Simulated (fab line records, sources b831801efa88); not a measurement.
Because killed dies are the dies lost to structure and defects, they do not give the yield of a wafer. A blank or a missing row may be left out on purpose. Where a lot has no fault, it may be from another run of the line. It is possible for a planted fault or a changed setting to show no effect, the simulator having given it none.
Lot-split experiment | flow sky130 | 23 wafers read across 5 lots, on a route 708 steps long

ON THE SPLIT
At SKY_VIA4_HDPCVD_00 (deposits SiO2, target thk 1750 nm, time 291.7 s), the setting timeS was moved away from the recipe's 291.7 s on 8 of the 23 wafers read, by -10.3% to +9.2%. For the rest of the wafers, this setting stayed at what the recipe calls for.

Between the split and the reading, the file records no step.

THE READING
VIA4_HDPCVD_THK in nanometres, read at SKY_VIA4_THK_MEAS_01. On this fab line, fault-free wafers typically give 1750 nm with a standard deviation of 20 nm.

wafer  | tool, chamber at the split | timeS as run, s | against the recipe | VIA4_HDPCVD_THK, nm | against lot-mates on the recipe
L074.1 | hdpcvd-01, 1               | 291.7           | recipe             | 1705                | -
L074.2 | hdpcvd-01, 2               | 318.5           | +9.2%              | 1893                | +182
L074.3 | hdpcvd-01, 0               | 318.5           | +9.2%              | 1897                | +186
L074.5 | hdpcvd-01, 1               | 291.7           | recipe             | 1716                | -
L074.6 | hdpcvd-01, 0               | 318.5           | +9.2%              | 1896                | +186
L076.1 | hdpcvd-01, 0               | 291.7           | recipe             | 1786                | -
L076.2 | hdpcvd-01, 1               | 291.7           | recipe             | 1731                | -
L076.5 | hdpcvd-01, 2               | 291.7           | recipe             | 1750                | -
L080.2 | hdpcvd-01, 0               | 291.7           | recipe             | 1768                | -
L080.3 | hdpcvd-01, 2,1,2           | 291.7           | recipe             | 1750                | -
L080.4 | hdpcvd-01, 2,1,2           | 291.7           | recipe             | 1724                | -
L080.5 | hdpcvd-01, 2,1,2           | 291.7           | recipe             | 1742                | -
L080.6 | hdpcvd-01, 0               | 291.7           | recipe             | 1776                | -
L079.1 | hdpcvd-02, 2               | 261.6           | -10.3%             | 1577                | -204
L079.2 | hdpcvd-02, 0               | 261.6           | -10.3%             | 1609                | -172
L079.3 | hdpcvd-02, 1               | 261.6           | -10.3%             | 1582                | -198
L079.4 | hdpcvd-02, 0               | 291.7           | recipe             | 1787                | -
L079.5 | hdpcvd-02, 2               | 291.7           | recipe             | 1774                | -
L083.1 | hdpcvd-01, 1               | 276.4           | -5.2%              | 1644                | -118
L083.2 | hdpcvd-01, 0               | 291.7           | recipe             | 1757                | -
L083.3 | hdpcvd-01, 2               | 276.4           | -5.2%              | 1654                | -108
L083.5 | hdpcvd-01, 2               | 291.7           | recipe             | 1761                | -
L083.6 | hdpcvd-01, 0               | 291.7           | recipe             | 1767                | -
Rows listing several chambers each stand for several wafers; the file does not say which wafer went through which chamber.

FIT RESULTS
A straight line over all 23 wafers: VIA4_HDPCVD_THK changes by +16 nm for each +1% of timeS; r = +0.97; the points scatter about the line by 22 nm.
The same after taking each lot's own level away (the mean of its wafers on the recipe; 23 wafers): +19.5 nm for each +1%; r = +0.99; scatter 15 nm.
That fit puts the effect of the largest move of timeS on the reading at 2e+02 nm.
From 1710.5 to 1780.5 nm: that is the span of the lots' own levels, equal to 3.5 times the standard deviation above.
So the lot-to-lot level changes the slope: the two fits differ.
Check: -199 nm against its lot-mates is what the line predicts for one of the wafers moved furthest among these (-10.3%) when that wafer is left out of the fit. It came out at -204 nm against them.

THE WHOLE CHAIN: every reading that the file lists as answering this split, in the file's order
step                 | what it does                                    | reading                                                                       | change (the file's fit)              | r (the file's)
SKY_VIA4_HDPCVD_00   | deposits SiO2, target thk 1750 nm, time 291.7 s | SiO2_of_VIA4_HDPCVD_00.thkNm (the simulator's own value, which no gauge read) | +19.6 nm for each +1% of the setting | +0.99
SKY_VIA4_THK_MEAS_01 |                                                 | VIA4_HDPCVD_THK                                                               | +19.5 for each +1% of the setting    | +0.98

FILE'S OWN FIT
VIA4_HDPCVD_THK changes by +19.5 nm for each +1% of timeS, r = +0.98.
